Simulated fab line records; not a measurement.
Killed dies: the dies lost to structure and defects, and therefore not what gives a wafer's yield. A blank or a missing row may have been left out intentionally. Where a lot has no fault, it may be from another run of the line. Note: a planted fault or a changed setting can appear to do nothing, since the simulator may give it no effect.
A lot that was struck, set against a sound lot | flow sky130 | 14 steps out of a route of 708
Sound: these wafers, L198.3, L198.4, L198.6. Wafers struck: L189.2, L189.5, L189.6. Last of all comes the cause.
For every step that has rows: the tool of each side, followed by ch and its chambers, followed by its first start. Under that, the readings that differ: sound wafers | struck wafers | difference of the means | sigmas: that difference in standard deviations of wafers without a fault.
alike: a reading whose means differ by less than 2 such deviations, as well as words and numbers matching on both sides. not compared: withheld readings; readings where some wafer has no value; bounds like >300 that might hide an equal value; numbers whose values overlap and for which the record gives no deviation.
A row with sigmas, a row that says differs or no value, or rows on one side alone: a step with any of these is where the two part. When numbers do not overlap yet have no deviation, they are printed without sigmas and do not part them. Lack of a reading on every wafer of one side parts them only where that side has two or more wafers.

first, 5 steps without rows for these wafers: SKY_POLY_GATE_COAT_08 (resist thk 450 nm); SKY_POLY_GATE_SOFTBAKE_09 (time 90 s); SKY_POLY_GATE_EXPOSE_10 (exposes mask P1M, target cd 150 nm); SKY_POLY_GATE_PEB_11; SKY_POLY_GATE_DEVELOP_12 (develop time 60 s).
SKY_POLY_GATE_CD_MEAS_13: target cd 150 nm.
  struck on cdSem-02, day 21 07:12; sound on cdSem-02, day 23 14:23
  alike: cdNm
SKY_POLY_GATE_OVL_MEAS_14:
  struck on overlay-02, day 21 07:19; sound on overlay-02, day 23 14:29
  alike: POLY_GATE_OVL
SKY_POLY_GATE_ETCH_15: etches BARC in N2/H2, stops on SiO2, time 118.5 s, target depth 110 nm.
  sound on rieDiel-04 ch 0,1,3, day 23 14:31; struck on rieDiel-04 ch 0,1,3, day 21 07:20
  alike: biasW, chamberPressureMTorr, drypumpMotorCurrentA, h2FlowSccm, oesProductAu, throttleValvePct
  not compared: rfHoursCounterH
SKY_POLY_GATE_ETCH_16: etches Si3N4 in CH3F/O2, stops on poly-Si, time 144.9 s, target depth 75 nm.
  sound on rieDiel-04 ch 0,1,3, day 23 14:35; struck on rieDiel-04 ch 0,1,3, day 21 07:25
  alike: biasW, chamberPressureMTorr, drypumpMotorCurrentA, oesProductAu, throttleValvePct
  not compared: rfHoursCounterH
SKY_POLY_GATE_ETCH_17: etches poly-Si in HBr/Cl2, stops on SiO2, target depth 180 nm, time 70.5 s.
  sound on rieSi-02 ch 1,2,3, day 23 14:41; struck on rieSi-02 ch 0,1, day 21 07:31
  alike: biasW, chamberPressureMTorr, drypumpMotorCurrentA, oesProductAu, throttleValvePct
  not compared: rfHoursCounterH
SKY_POLY_GATE_STRIP_18: strips in O2/N2.
  sound on plasmaAsher-01 ch 0,1, day 23 14:47; struck on plasmaAsher-04 ch 0,1, day 21 07:34
  alike: chamberPressureMTorr, drypumpMotorCurrentA, oesProductAu, stripTimeToEndpointS
  not compared: rfHoursCounterH
then, 1 step without rows for these wafers: SKY_POLY_GATE_CLEAN_19 (cleans in SC1/SC2, time 150 s).
SKY_POLY_GATE_OXIDATION_20: stabilise 600 s, purge 300 s, target thk 4 nm.
  sound on furnace-01 ch 0, day 23 14:54; struck on furnace-01, day 21 07:43
  no value came back on the struck wafers for oxTempC (C), oxTempCMax, zonePowerCentrePct (%); on the sound wafers oxTempC (C) reads 849.8 849.7 850.6
SKY_POLY_GATE_CD_MEAS_22:
  struck on cdSem-02, day 21 09:04; sound on cdSem-01, day 23 16:16
  alike: cdNm

WHERE THEY PART
SKY_POLY_GATE_OXIDATION_20 only, going by this record. Later steps at which nothing parts them and some readings are alike: SKY_POLY_GATE_CD_MEAS_22.

WHY: what had been put in by the simulator
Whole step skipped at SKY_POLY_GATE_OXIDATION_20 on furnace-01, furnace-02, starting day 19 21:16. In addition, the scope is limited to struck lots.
